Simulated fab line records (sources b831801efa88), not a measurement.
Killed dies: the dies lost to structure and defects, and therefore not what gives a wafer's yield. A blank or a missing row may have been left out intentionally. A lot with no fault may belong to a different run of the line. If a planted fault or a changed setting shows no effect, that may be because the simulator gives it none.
One fault through the eyes of 2 desks / flow gf180mcu / only its own numbers are on each desk; what lay behind them is given at the end

## AT THE METROLOGY DESK
What the gauges read, lot by lot, whatever tool the lot ran on: means of the sampled wafers that have a number. A lot is out of limits, marked OUT, if its mean lies more than 4 standard deviations from the usual mean; the brackets give that distance.
Columns: A = M2_ALCU_RS at GF_M2_RS_MEAS_05, usual 0.0693 ohm/sq; B = M2_ALCU_THK at GF_M2_THK_MEAS_06, usual 450 nm
lot=L901; first seen here=day 18 01:34; A=0.0694; B=449
lot=L902; first seen here=day 18 13:28; A=0.0689; B=455
lot=L903; first seen here=day 18 21:02; A=0.0685; B=456
lot=L904; first seen here=day 19 08:14; A=0.0697; B=442
lot=L905; first seen here=day 19 12:43; A=0.0677; B=462
lot=L910; first seen here=day 21 11:58; A=0.0599 (-8.6) OUT; B=523 (+8.2) OUT
lot=L916; first seen here=day 23 13:12; A=0.0701; B=446
lot=L917; first seen here=day 23 17:16; A=0.0697; B=442
lot=L919; first seen here=day 24 13:22; A=0.0698; B=447
lot=L922; first seen here=day 25 19:31; A=0.0687; B=452
lot=L923; first seen here=day 26 07:13; A=0.0697; B=442
Finding of this desk: L910 out of limits, first seen on L910 at day 21 11:58 (M2_ALCU_RS at GF_M2_RS_MEAS_05). L901, L902, L903, L904, L905, L916, L917, L919, L922, L923: within limits.

## TOOL OWNER'S DESK, pvdSputter-01
The tool's own readings at GF_M2_SPUTTER_02 (material AlCu, target thk 450 nm, time 23.9 s): means of the sampled wafers that have a number, for each lot that ran on this tool. A lot is out of limits, marked OUT, if its mean lies more than 4 standard deviations from the usual mean; the brackets give that distance.
Columns: A = throttleValvePct at GF_M2_SPUTTER_02, usual 30.1 %
lot=L901; first seen here=day 18 01:28; A=29.8
lot=L904; first seen here=day 19 08:09; A=30.1
lot=L910; first seen here=day 21 11:53; A=29.4
lot=L916; first seen here=day 23 13:05; A=29.5
lot=L917; first seen here=day 23 17:10; A=29.3
lot=L919; first seen here=day 24 13:16; A=29.8
lot=L922; first seen here=day 25 19:25; A=29.6
Result from this desk: across the 7 lots, nothing is out of limits.

## PUT TOGETHER
On L910, the metrology desk was in a position to raise an alarm at day 21 11:58.
The desk of the tool owner found nothing out of limits.
The tool owner's desk has L910 on record, within its limits.
Every lot named ran GF_M2_SPUTTER_02 on pvdSputter-01.

## WHAT THE SIMULATOR PUT IN
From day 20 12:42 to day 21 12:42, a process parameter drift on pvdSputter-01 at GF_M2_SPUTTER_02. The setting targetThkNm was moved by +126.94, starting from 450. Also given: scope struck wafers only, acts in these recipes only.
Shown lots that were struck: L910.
Per desk, hours elapsed from the start of the fault to the first reading out of limits: for the metrology desk, 23.
